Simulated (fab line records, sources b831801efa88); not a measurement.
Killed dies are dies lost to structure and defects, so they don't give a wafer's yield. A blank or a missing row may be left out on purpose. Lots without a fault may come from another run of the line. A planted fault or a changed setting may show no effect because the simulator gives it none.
One fault seen from 2 desks | flow sky130 | each desk has only its own numbers; what lay behind them comes last

THE METROLOGY DESK
What the gauges read, lot by lot, whatever tool the lot ran on: means of the sampled wafers that have a number. A lot is out of limits, marked OUT, if its mean lies more than 4 standard deviations from the usual mean; the brackets give that distance.
Columns: A = GATE_OXIDE_OXIDATION_00_THK at SKY_GATE_OXIDE_THK_MEAS_02, usual 10.33 nm; B = LDD_HVP_OVL at SKY_LDD_HVP_OVL_MEAS_07, usual 0.5 nm; C = POLY_CUT_OVL at SKY_POLY_CUT_OVL_MEAS_09, usual -1 nm
lot  | first seen here | A     | B    | C
L370 | day 13 07:35    | 10.53 | 0.6  | -5
L371 | day 13 14:32    | 10.10 | 2.8  | 1
L373 | day 14 14:22    | 10.30 | -1.3 | 1
L374 | day 14 19:42    | 10.07 | -0.5 | -6
L375 | day 15 04:51    | 10.09 | 0.4  | 2
L376 | day 15 14:56    | 10.48 | 1.2  | -2
L377 | day 15 20:29    | 10.53 | 0.4  | -3
L378 | day 16 02:57    | 10.06 | 1.5  | 1
L381 | day 17 07:22    | 10.36 | -0.2 | -5
L382 | day 17 12:49    | 10.58 | 1.0  | 4
L383 | day 17 15:47    | 10.33 | -1.0 | -5
L386 | day 19 02:00    | 10.39 | 1.4  | 5
L388 | day 19 14:00    | 10.29 | -0.8 | -0
L389 | day 19 23:35    | 9.99  | 0.7  | 0
This desk's finding: nothing out of limits on any of the 14 lots.

THE TOOL OWNER'S DESK: implanter-01
The tool's own readings at SKY_LDD_LDN_IMPLANT_09: means of the sampled wafers that have a number, for each lot that ran on this tool. A lot is out of limits, marked OUT, if its mean lies more than 4 standard deviations from the usual mean; the brackets give that distance.
Columns: A = beam_energy_keV at SKY_LDD_LDN_IMPLANT_09, usual 15.000; B = dose_ions_cm2 at SKY_LDD_LDN_IMPLANT_09, usual 1.2501e+13
lot  | first seen here | A                        | B
L370 | day 23 11:42    | 14.993                   | 1.2496e+13
L373 | day 25 00:26    | 15.004                   | 1.2505e+13
L381 | day 27 16:54    | 15.007                   | 1.2505e+13
L386 | day 29 07:57    | 17.994 (+99 or more) OUT | 1.2513e+13
L388 | day 29 18:54    | 17.997 (+99 or more) OUT | 1.2509e+13
This desk's finding: out of limits on L386, L388; first on L386, day 29 07:57 (beam_energy_keV at SKY_LDD_LDN_IMPLANT_09). In limits: L370, L373, L381.

PUT TOGETHER
The tool owner's desk could have raised an alarm at day 29 07:57, on L386, L388.
The metrology desk saw nothing out of limits.
The metrology desk has L386, L388 on record, within its limits.
Of the lots named, all ran SKY_LDD_LDN_IMPLANT_09 on implanter-01.

WHAT THE SIMULATOR HAD PUT IN
Process parameter drift: implanter-01, from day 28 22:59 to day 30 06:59, at SKY_LDD_LDN_IMPLANT_09. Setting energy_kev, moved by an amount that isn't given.
Lots struck among those shown: L386, L388.
Hours from the fault's start to each desk's first reading out of limits: the tool owner's desk, 9.
